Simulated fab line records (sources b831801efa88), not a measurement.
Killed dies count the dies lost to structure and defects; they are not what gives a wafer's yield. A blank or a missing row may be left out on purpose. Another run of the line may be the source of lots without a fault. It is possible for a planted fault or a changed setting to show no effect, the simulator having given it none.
fab line records	flow sky130	part 1 of 2: steps 1 to 27 of 37
[record] lots = 5	wafers = 15	lastDay = 50
route steps=708 shown METAL3@560 VIA3@573
lots that met no fault: from a run of the same line without faults
startH: hours from the record's opening day to when the first of the lot's shown wafers began	waitH: how many hours have passed since the lot's step before this one	" identical to the entry in the row above	L1.1+2: several wafers, shown together as one row	- no value, or no start given	* or withheld: withheld	< > ~ a bound
route shown NAME@n: NAME is a module with steps in the file, n the number in the route of the first one	usual: average and standard deviation across the fault-free wafers	same: alike in all rows	chamber/n: place in a boat	sites: the reading at each site	_std_site: the standard deviation of these	_edge_site: outer sites' mean less inner sites'	radiusMm: how far each site lies from the wafer's centre	mask NAME#n: copy n	behind: the most recent tool/chamber to have shaped the wafer	hold: the reason the lot was held/the length of the hold in hours/how it ended	device: whichever transistor did not switch (one of n, p or np)	end of line: tests run on the same wafers once the route is complete	for a step that has no rows: nothing shown but its recipe	killed: dies that structure and defects cost at the first sort, which is not the same as the wafer's yield	map: a wafer's dies, marking killed ones x, the rest . and places with no die _
set.NAME: the setting that was run; set.NAME@STEP: the one run at that earlier step	model.NAME: the simulator's own value behind a step, which no gauge read
lots at selected steps of the route; one table per step, one row per wafer
services: the hour from which a tool's chamber was out of use, counted from the record's first day as startH (under 0 if before that day), plus the number of hours and why
[[steps]]
[step SKY_METAL3_EXPOSE_10]
[recipe] maskId = MM3	na = 0.68	sourceShape = annular	sigmaInner = 0.4	sigmaOuter = 0.8	targetCdNm = 300	doseMj = 28
[usual] exposureDoseMJCm2 = 27.87/0.032
lot.wafer	tool	chamber	startH	waitH	mask	exposureDoseMJCm2
L075.1	krfScanner-02	0	-	-	MM3#0	27.86
L075.4	"	0	"	"	MM3#0	27.87
L075.5	"	0	"	"	MM3#0	27.84
L077.1	krfScanner-02	0	-	-	MM3#0	27.91
L077.4	"	0	"	"	MM3#0	27.89
L077.6	"	0	"	"	MM3#0	27.90
L087.1	krfScanner-02	0	-	-	MM3#0	27.84
L087.4	"	0	"	"	MM3#0	27.87
L087.6	"	0	"	"	MM3#0	27.88
L088.1	krfScanner-01	0	-	-	MM3#0	27.88
L088.2	"	0	"	"	MM3#0	27.85
L088.4	"	0	"	"	MM3#0	27.85
L096.1	krfScanner-01	0	-	-	MM3#0	27.92
L096.5	"	0	"	"	MM3#0	27.87
L096.6	"	0	"	"	MM3#0	27.89
[step SKY_METAL3_PEB_11]
[recipe] pebTempC = withheld	pebTimeS = withheld	resist = KrF-thick
lot.wafer	tool	chamber	startH	waitH
L075.1+4+5	lithoTrack-02	0	-	-
L077.1+4+6	lithoTrack-04	0	-	-
L087.1+4+6	lithoTrack-02	0	-	-
L088.1+2+4	lithoTrack-03	0	-	-
L096.1+5+6	lithoTrack-02	0	-	-
[step SKY_METAL3_DEVELOP_12]
[recipe] developTimeS = 62.73	resist = KrF-thick	devTempC = 21
lot.wafer	tool	chamber	startH	waitH
L075.1+4+5	lithoTrack-02	0	-	-
L077.1+4+6	lithoTrack-04	0	-	-
L087.1+4+6	lithoTrack-02	0	-	-
L088.1+2+4	lithoTrack-03	0	-	-
L096.1+5+6	lithoTrack-02	0	-	-
[step SKY_METAL3_CD_MEAS_13]
[recipe] targetCdNm = 300
[usual] cdNm = 300.3/1.5
lot.wafer	tool	chamber	startH	waitH	cdNm
L075.1	cdSem-02	-	903.48	-	300.7
L075.4	"	-	"	"	300.6
L075.5	"	-	"	"	301.1
L077.1	cdSem-02	-	926.78	-	300.3
L077.4	"	-	"	"	301.4
L077.6	"	-	"	"	301.3
L087.1	cdSem-01	-	993.88	-	299.6
L087.4	"	-	"	"	299.8
L087.6	"	-	"	"	299.7
L088.1	cdSem-02	-	999.17	-	299.3
L088.2	"	-	"	"	300.8
L088.4	"	-	"	"	301.4
L096.1	cdSem-01	-	1050.78	-	303.2
L096.5	"	-	"	"	300.7
L096.6	"	-	"	"	300.7
[step SKY_METAL3_OVL_MEAS_14]
[usual] METAL3_OVL = 2/6.4
lot.wafer	tool	chamber	startH	waitH	METAL3_OVL[nm]
L075.1	overlay-02	-	903.60	0.1	1
L075.4	"	-	"	"	0
L075.5	"	-	"	"	-1
L077.1	overlay-01	-	926.90	0.1	-4
L077.4	"	-	"	"	-5
L077.6	"	-	"	"	-8
L087.1	overlay-01	-	994.00	0.1	-8
L087.4	"	-	"	"	-7
L087.6	"	-	"	"	-3
L088.1	overlay-02	-	999.29	0.1	12
L088.2	"	-	"	"	7
L088.4	"	-	"	"	2
L096.1	overlay-01	-	1050.90	0.1	2
L096.5	"	-	"	"	-5
L096.6	"	-	"	"	3
[step SKY_METAL3_DESCUM_15]
[recipe] chemistry = O2	sourcePowerW = 150	biasPowerW = 0	pressureMtorr = 10	tempC = 40	timeS = 8
[usual] drypumpMotorCurrentA = 5.6/0.38	heBacksideLeakSccm = 3.29/0.26	oesProductAu = 1.003/0.0088	rfFwdPowerW = 147.3/0.73
[same] timeS = 8
lot.wafer	tool	chamber	startH	waitH	drypumpMotorCurrentA	heBacksideLeakSccm	oesProductAu	rfFwdPowerW	rfHoursCounterH
L075.1	rieMetal-03	1	903.64	0.0	4.9	3.25	0.994	147.3	6
L075.4	"	1	"	"	5.0	3.09	0.994	146.3	-
L075.5	"	0	"	"	5.6	3.40	1.008	147.9	-
L077.1	rieMetal-03	0	926.93	0.0	5.6	3.34	1.007	147.1	7
L077.4	"	1	"	"	5.0	3.10	1.012	147.5	-
L077.6	"	0	"	"	5.6	3.27	1.008	147.8	-
L087.1	rieMetal-03	0	994.04	0.0	5.6	3.33	0.998	148.3	10
L087.4	"	1	"	"	5.0	3.08	1.006	147.1	-
L087.6	"	1	"	"	4.9	3.14	0.994	147.0	-
L088.1	rieMetal-01	1	999.33	0.0	5.7	3.27	1.008	147.2	15
L088.2	"	0	"	"	6.2	3.67	1.012	146.0	6
L088.4	"	0	"	"	6.2	3.60	1.007	147.4	-
L096.1	rieMetal-03	1	1050.94	0.0	4.9	3.36	1.008	146.7	13
L096.5	"	0	"	"	5.6	3.27	1.005	147.7	-
L096.6	"	1	"	"	4.9	3.28	1.022	146.7	-
[step SKY_METAL3_ETCH_16]
[recipe] chemistry = N2/H2	target = BARC	ionEnergyEv = 200	biasW = 100	pressureMtorr = 30	n2FlowSccm = 100	h2FlowSccm = 200	icpW = 500	stopOn = SiO2	timeS = 88.2	targetDepthA = 600
[usual] drypumpMotorCurrentA = 5.6/0.38	heBacksideLeakSccm = 3.29/0.21	oesProductAu = 0.625/0.005	rfFwdPowerW = 496.7/1.8	throttleValvePct = 13.204/0.0086
[same] timeS = 88.2
lot.wafer	tool	chamber	startH	waitH	drypumpMotorCurrentA	heBacksideLeakSccm	oesProductAu	rfFwdPowerW	rfHoursCounterH	throttleValvePct
L075.1	rieMetal-03	1	903.67	0.0	4.9	3.22	0.622	497.0	6	13.209
L075.4	"	1	"	"	4.9	3.30	0.627	496.9	-	13.213
L075.5	"	0	"	"	5.6	3.24	0.622	495.3	-	13.194
L077.1	rieMetal-03	0	926.96	0.0	5.6	3.37	0.624	496.4	7	13.213
L077.4	"	1	"	"	5.0	3.30	0.627	495.2	-	13.198
L077.6	"	0	"	"	5.6	3.32	0.621	498.8	-	13.199
L087.1	rieMetal-03	0	994.07	0.0	5.6	3.26	0.625	497.1	10	13.198
L087.4	"	1	"	"	5.0	3.28	0.628	495.9	-	13.212
L087.6	"	1	"	"	5.0	3.19	0.625	496.3	-	13.198
L088.1	rieMetal-01	1	999.36	0.0	5.7	3.16	0.621	491.0	15	13.195
L088.2	"	0	"	"	6.2	3.51	0.632	496.6	6	13.210
L088.4	"	0	"	"	6.3	3.50	0.630	496.6	-	13.214
L096.1	rieMetal-03	1	1050.97	0.0	5.0	3.54	0.621	497.6	13	13.186
L096.5	"	0	"	"	5.6	3.42	0.632	494.4	-	13.209
L096.6	"	1	"	"	5.0	3.23	0.625	496.8	-	13.209
[step SKY_METAL3_ETCH_17]
[recipe] target = SiO2	stopOn = TiN	chemistry = C4F8/O2/Ar	sourceW = 1500	biasW = 1200	pressureMtorr = 40	c4f8FlowSccm = withheld	O2_flow_sccm = 6	Ar_flow_sccm = 300	timeS = 3.9	targetDepthA = 150
[usual] oesProductAu = 0.758/0.0071	rfFwdPowerW = 1471/6
[same] timeS = 3.9
lot.wafer	tool	chamber	startH	waitH	oesProductAu	rfFwdPowerW	rfHoursCounterH
L075.1	rieDiel-03	2	903.77	0.1	0.752	1468	20
L075.4	"	1	"	"	0.754	1471	12
L075.5	"	2	"	"	0.762	1468	-
L077.1	rieDiel-01	0	927.06	0.1	0.745	1474	14
L077.4	"	1	"	"	0.757	1481	16
L077.6	"	1	"	"	0.757	1484	-
L087.1	rieDiel-02	2	994.17	0.1	0.753	1465	13
L087.4	"	1	"	"	0.762	1471	10
L087.6	"	1	"	"	0.762	1474	-
L088.1	rieDiel-01	3	999.46	0.1	0.761	1471	11
L088.2	"	0	"	"	0.762	1469	16
L088.4	"	2	"	"	0.769	1471	9
L096.1	rieDiel-01	3	1051.07	0.1	0.755	1475	12
L096.5	"	2	"	"	0.763	1472	-
L096.6	"	1	"	"	0.764	1472	-
[step SKY_METAL3_METAL_ETCH_18]
[recipe] targetDepthA = 8450	stopOn = SiO2	overEtchFrac = 0.3	timeS = 183.1	chemistry = Cl2/BCl3	resistSidewallDeg = 88	pressureMtorr = 10	icpW = 900	biasW = 48.5	Cl2_flow_sccm = 60	bcl3FlowSccm = 30
[usual] drypumpMotorCurrentA = 5.6/0.39	heBacksideLeakSccm = 3.25/0.22	oesProductAu = 0.865/0.0064	rfFwdPowerW = 896.6/2.8	throttleValvePct = 22.264/0.009
[same] timeS = 183.1
lot.wafer	tool	chamber	startH	waitH	drypumpMotorCurrentA	heBacksideLeakSccm	oesProductAu	rfFwdPowerW	rfHoursCounterH	throttleValvePct
L075.1	rieMetal-01	0	903.79	0.0	6.3	3.44	0.865	892.0	1	22.244
L075.4	"	1	"	"	5.7	3.08	0.875	898.7	-	22.262
L075.5	"	0	"	"	6.3	3.59	0.863	896.1	-	22.268
L077.1	rieMetal-04	0	927.08	0.0	5.8	3.12	0.870	897.7	21	22.267
L077.4	"	0	"	"	5.8	3.29	0.875	898.3	-	22.266
L077.6	"	0	"	"	5.7	3.23	0.869	898.2	-	22.271
L087.1	rieMetal-04	1	994.19	0.0	5.5	3.11	0.859	901.1	14	22.251
L087.4	"	0	"	"	5.8	2.99	0.864	894.8	-	22.266
L087.6	"	1	"	"	5.5	2.87	0.861	901.3	-	22.256
L088.1	rieMetal-04	1	999.48	0.0	5.5	2.98	0.870	898.5	14	22.265
L088.2	"	0	"	"	5.7	2.93	0.868	893.1	2	22.282
L088.4	"	0	"	"	5.7	3.03	0.869	900.0	-	22.267
L096.1	rieMetal-01	0	1051.09	0.0	6.2	3.44	0.856	891.6	10	22.248
L096.5	"	1	"	"	5.7	3.25	0.867	899.2	-	22.260
L096.6	"	0	"	"	6.3	3.37	0.857	895.9	-	22.257
[step SKY_METAL3_STRIP_19]
[recipe] chemistry = O2/N2	powerW = 1400	pressureMtorr = 1500	platenTempC = withheld	o2FlowSccm = 3000	n2FlowSccm = 300	overashFraction = 0.5
[usual] drypumpMotorCurrentA = 5.6/0.46	oesProductAu = 0.501/0.0059	stripTimeToEndpointS = 6.52/0.089
lot.wafer	tool	chamber	startH	waitH	drypumpMotorCurrentA	oesProductAu	rfHoursCounterH	stripTimeToEndpointS
L075.1	plasmaAsher-02	0	903.97	0.1	6.4	0.496	105	6.53
L075.4	"	0	"	"	6.4	0.494	-	6.47
L075.5	"	1	"	"	5.7	0.509	-	6.52
L077.1	plasmaAsher-03	0	927.26	0.1	6.2	0.508	18	6.71
L077.4	"	1	"	"	5.4	0.511	-	6.71
L077.6	"	0	"	"	6.3	0.509	-	6.67
L087.1	plasmaAsher-01	0	994.37	0.1	5.1	0.494	88	6.57
L087.4	"	1	"	"	5.6	0.497	-	6.46
L087.6	"	1	"	"	5.7	0.508	-	6.60
L088.1	plasmaAsher-03	0	999.66	0.1	6.3	0.498	25	6.53
L088.2	"	1	"	"	5.4	0.495	25	6.47
L088.4	"	1	"	"	5.4	0.499	-	6.41
L096.1	plasmaAsher-03	1	1051.27	0.1	5.4	0.500	31	6.57
L096.5	"	1	"	"	5.4	0.496	-	6.48
L096.6	"	0	"	"	6.3	0.505	-	6.59
[step SKY_METAL3_STRIP_20]
[recipe] chemistry = postEtchResidueRemover	timeS = 1200	tempC = 72.5
[same] timeS = 1200
lot.wafer	tool	chamber	startH	waitH
L075.1+4+5	wetBench-03	1	904.07	0.1
L077.1+4+6	wetBench-03	1	927.36	0.1
L087.1+4+6	wetBench-03	0	994.47	0.1
L088.1+2+4	wetBench-01	0	999.76	0.1
L096.1+5+6	wetBench-01	0	1051.37	0.1
[step SKY_METAL3_CLEAN_21]
[recipe] chemistry = IPA	timeS = 180	tempC = 25
[same] timeS = 180
lot.wafer	tool	chamber	startH	waitH
L075.1+4+5	wetBench-02	1	904.41	0.0
L077.1+4+6	wetBench-02	0	927.70	0.0
L087.1+4+6	wetBench-02	2	994.81	0.0
L088.1+2+4	wetBench-03	2	1000.10	0.0
L096.1+5+6	wetBench-02	3	1051.71	0.0
[step SKY_METAL3_CLEAN_22]
[recipe] chemistry = O3/DIW	dry = n2Spin
lot.wafer	tool	chamber	startH	waitH
L075.1+4+5	wetBench-03	1	904.47	0.0
L077.1+4+6	wetBench-03	0	927.76	0.0
L087.1+4+6	wetBench-03	3	994.87	0.0
L088.1+2+4	wetBench-02	2	1000.16	0.0
L096.1+5+6	wetBench-02	1	1051.77	0.0
[step SKY_VIA3_HDPCVD_00]
[recipe] material = SiO2	targetThkNm = 1635	sigmaOpenFrac = 0.3	timeS = 272.5	tempC = 400	sih4FlowSccm = 60	pressureMtorr = 6
[same] timeS = 272.5
lot.wafer	tool	chamber	startH	waitH
L075.1+4+5	hdpcvd-02	1,0,2	904.56	0.0
L077.1+4+6	hdpcvd-02	1,1,0	927.86	0.0
L087.1+4+6	hdpcvd-01	1,1,0	994.96	0.0
L088.1+2+4	hdpcvd-02	2,0,1	1000.25	0.0
L096.1+5+6	hdpcvd-02	2,1,2	1051.86	0.0
[step SKY_VIA3_THK_MEAS_01]
[recipe] reads = SiO2_of_VIA3_HDPCVD_00
[usual] VIA3_HDPCVD_THK = 1629/19
lot.wafer	tool	chamber	startH	waitH	VIA3_HDPCVD_THK[nm]
L075.1	filmMetro-04	-	904.73	0.1	1634
L075.4	"	-	"	"	1616
L075.5	"	-	"	"	1618
L077.1	filmMetro-04	-	928.02	0.1	1643
L077.4	"	-	"	"	1628
L077.6	"	-	"	"	1604
L087.1	filmMetro-04	-	995.13	0.1	1607
L087.4	"	-	"	"	1594
L087.6	"	-	"	"	1619
L088.1	filmMetro-03	-	1000.42	0.1	1622
L088.2	"	-	"	"	1635
L088.4	"	-	"	"	1623
L096.1	filmMetro-03	-	1052.03	0.1	1637
L096.5	"	-	"	"	1631
L096.6	"	-	"	"	1627
[step SKY_VIA3_CMP_02]
[recipe] material = SiO2	downForcePsi = 4	platenRpm = 60	padVelocityMS = 0.94248
[usual] motorCurrentA = 13.0/1.1	slurryFlowMlMin = 150.0/0.52
lot.wafer	tool	chamber	startH	waitH	motorCurrentA	slurryFlowMlMin
L075.4	cmp-02	0	904.79	0.0	12.3	150.3
L075.1	"	1	"	"	11.9	150.6
L075.5	"	1	"	"	11.8	150.2
L077.4	cmp-02	3	928.36	0.3	13.6	150.3
L077.1	"	1	"	"	12.9	150.5
L077.6	"	3	"	"	13.8	150.5
L087.4	cmp-02	0	995.29	0.1	12.9	149.5
L087.1	"	1	"	"	11.5	149.5
L087.6	"	2	"	"	13.2	149.6
L088.1	cmp-01	2	1000.48	0.1	12.4	151.3
L088.2	"	3	"	"	10.8	149.3
L088.4	"	1	"	"	15.9	149.1
L096.1	cmp-02	2	1052.33	0.3	13.5	149.7
L096.5	"	1	"	"	11.8	149.8
L096.6	"	2	"	"	13.9	150.0
[step SKY_VIA3_BOW_MEAS_03]
[recipe] mode = bow
[usual] VIA3_BOW = 80/7.9
lot.wafer	tool	chamber	startH	waitH	VIA3_BOW[um]
L075.1	filmMetro-04	-	905.09	0.2	73
L075.4	"	-	"	"	72
L075.5	"	-	"	"	79
L077.1	filmMetro-03	-	928.66	0.1	81
L077.4	"	-	"	"	85
L077.6	"	-	"	"	87
L087.1	filmMetro-03	-	995.49	0.1	77
L087.4	"	-	"	"	74
L087.6	"	-	"	"	79
L088.1	filmMetro-04	-	1000.78	0.2	88
L088.2	"	-	"	"	83
L088.4	"	-	"	"	88
L096.1	filmMetro-03	-	1052.58	0.2	68
L096.5	"	-	"	"	68
L096.6	"	-	"	"	78
[step SKY_VIA3_DEHYDRATE_04]
[recipe] tempC = 200	timeS = 60
[same] timeS = 60
lot.wafer	tool	chamber	startH	waitH
L075.1+4+5	lithoTrack-03	0	916.82	11.7
L077.1+4+6	lithoTrack-01	0	940.77	12.1
L087.1+4+6	lithoTrack-03	0	1006.07	10.6
L088.1+2+4	lithoTrack-03	0	1011.77	11.0
L096.1+5+6	lithoTrack-04	0	1063.03	10.4
[step SKY_VIA3_HMDS_05]
[recipe] primeTimeS = 60	primeTempC = 120
lot.wafer	tool	chamber	startH	waitH
L075.1+4+5	lithoTrack-03	0	916.97	0.1
L077.1+4+6	lithoTrack-01	0	940.92	0.1
L087.1+4+6	lithoTrack-03	0	1006.22	0.1
L088.1+2+4	lithoTrack-03	0	1011.92	0.1
L096.1+5+6	lithoTrack-04	0	1063.18	0.1
[step SKY_VIA3_COAT_06]
[recipe] resist = BARC	tempC = withheld	timeS = withheld	spinRpm = 3000	resistThkNm = 60
lot.wafer	tool	chamber	startH	waitH
L075.1+4+5	lithoTrack-03	0	917.12	0.1
L077.1+4+6	lithoTrack-01	0	941.07	0.1
L087.1+4+6	lithoTrack-03	0	1006.37	0.1
L088.1+2+4	lithoTrack-03	0	1012.07	0.1
L096.1+5+6	lithoTrack-04	0	1063.33	0.1
[step SKY_VIA3_COAT_07]
[recipe] resist = KrF-thick	spinRpm = 3000	resistThkNm = 450
lot.wafer	tool	chamber	startH	waitH
L075.1+4+5	lithoTrack-03	0	-	-
L077.1+4+6	lithoTrack-01	0	-	-
L087.1+4+6	lithoTrack-03	0	-	-
L088.1+2+4	lithoTrack-03	0	-	-
L096.1+5+6	lithoTrack-04	0	-	-
[step SKY_VIA3_SOFTBAKE_08]
[recipe] tempC = 100	timeS = 90	resist = KrF-thick
[same] timeS = 90
lot.wafer	tool	chamber	startH	waitH
L075.1+4+5	lithoTrack-03	0	-	-
L077.1+4+6	lithoTrack-01	0	-	-
L087.1+4+6	lithoTrack-03	0	-	-
L088.1+2+4	lithoTrack-03	0	-	-
L096.1+5+6	lithoTrack-04	0	-	-
[step SKY_VIA3_EXPOSE_09]
[recipe] maskId = VIM3	na = 0.8	sourceShape = annular	sigmaInner = 0.55	sigmaOuter = 0.85	targetCdNm = 200	doseMj = 38
[usual] exposureDoseMJCm2 = 38.00/0.037
lot.wafer	tool	chamber	startH	waitH	mask	exposureDoseMJCm2
L075.1	krfScanner-01	0	-	-	VIM3#0	38.00
L075.4	"	0	"	"	VIM3#0	37.98
L075.5	"	0	"	"	VIM3#0	37.95
L077.1	krfScanner-01	0	-	-	VIM3#0	38.09
L077.4	"	0	"	"	VIM3#0	38.02
L077.6	"	0	"	"	VIM3#0	38.05
L087.1	krfScanner-02	0	-	-	VIM3#0	38.01
L087.4	"	0	"	"	VIM3#0	38.00
L087.6	"	0	"	"	VIM3#0	38.00
L088.1	krfScanner-01	0	-	-	VIM3#0	37.99
L088.2	"	0	"	"	VIM3#0	38.04
L088.4	"	0	"	"	VIM3#0	38.03
L096.1	krfScanner-01	0	-	-	VIM3#0	38.01
L096.5	"	0	"	"	VIM3#0	38.04
L096.6	"	0	"	"	VIM3#0	38.03
[step SKY_VIA3_PEB_10]
[recipe] pebTempC = withheld	pebTimeS = withheld	resist = KrF-thick
lot.wafer	tool	chamber	startH	waitH
L075.1+4+5	lithoTrack-01	0	-	-
L077.1+4+6	lithoTrack-03	0	-	-
L087.1+4+6	lithoTrack-03	0	-	-
L088.1+2+4	lithoTrack-03	0	-	-
L096.1+5+6	lithoTrack-03	0	-	-
[step SKY_VIA3_DEVELOP_11]
[recipe] developTimeS = 60	resist = KrF-thick	devTempC = 21
lot.wafer	tool	chamber	startH	waitH
L075.1+4+5	lithoTrack-01	0	-	-
L077.1+4+6	lithoTrack-03	0	-	-
L087.1+4+6	lithoTrack-03	0	-	-
L088.1+2+4	lithoTrack-03	0	-	-
L096.1+5+6	lithoTrack-03	0	-	-
[step SKY_VIA3_CD_MEAS_12]
[recipe] targetCdNm = 200
[usual] cdNm = 200.3/1.5
lot.wafer	tool	chamber	startH	waitH	cdNm
L075.1	cdSem-01	-	928.32	-	200.9
L075.4	"	-	"	"	200.7
L075.5	"	-	"	"	201.4
L077.1	cdSem-01	-	952.82	-	198.4
L077.4	"	-	"	"	198.8
L077.6	"	-	"	"	198.6
L087.1	cdSem-02	-	1018.82	-	200.5
L087.4	"	-	"	"	197.9
L087.6	"	-	"	"	198.4
L088.1	cdSem-01	-	1023.57	-	204.0
L088.2	"	-	"	"	203.5
L088.4	"	-	"	"	203.8
L096.1	cdSem-01	-	1074.07	-	198.3
L096.5	"	-	"	"	200.5
L096.6	"	-	"	"	198.2
[step SKY_VIA3_OVL_MEAS_13]
[usual] VIA3_OVL = -1/5.5
lot.wafer	tool	chamber	startH	waitH	VIA3_OVL[nm]
L075.1	overlay-02	-	928.44	0.1	3
L075.4	"	-	"	"	-7
L075.5	"	-	"	"	-1
L077.1	overlay-02	-	952.94	0.1	-8
L077.4	"	-	"	"	-5
L077.6	"	-	"	"	-1
L087.1	overlay-02	-	1018.94	0.1	-2
L087.4	"	-	"	"	-11
L087.6	"	-	"	"	0
L088.1	overlay-02	-	1023.69	0.1	2
L088.2	"	-	"	"	1
L088.4	"	-	"	"	-1
L096.1	overlay-01	-	1074.19	0.1	2
L096.5	"	-	"	"	4
L096.6	"	-	"	"	5
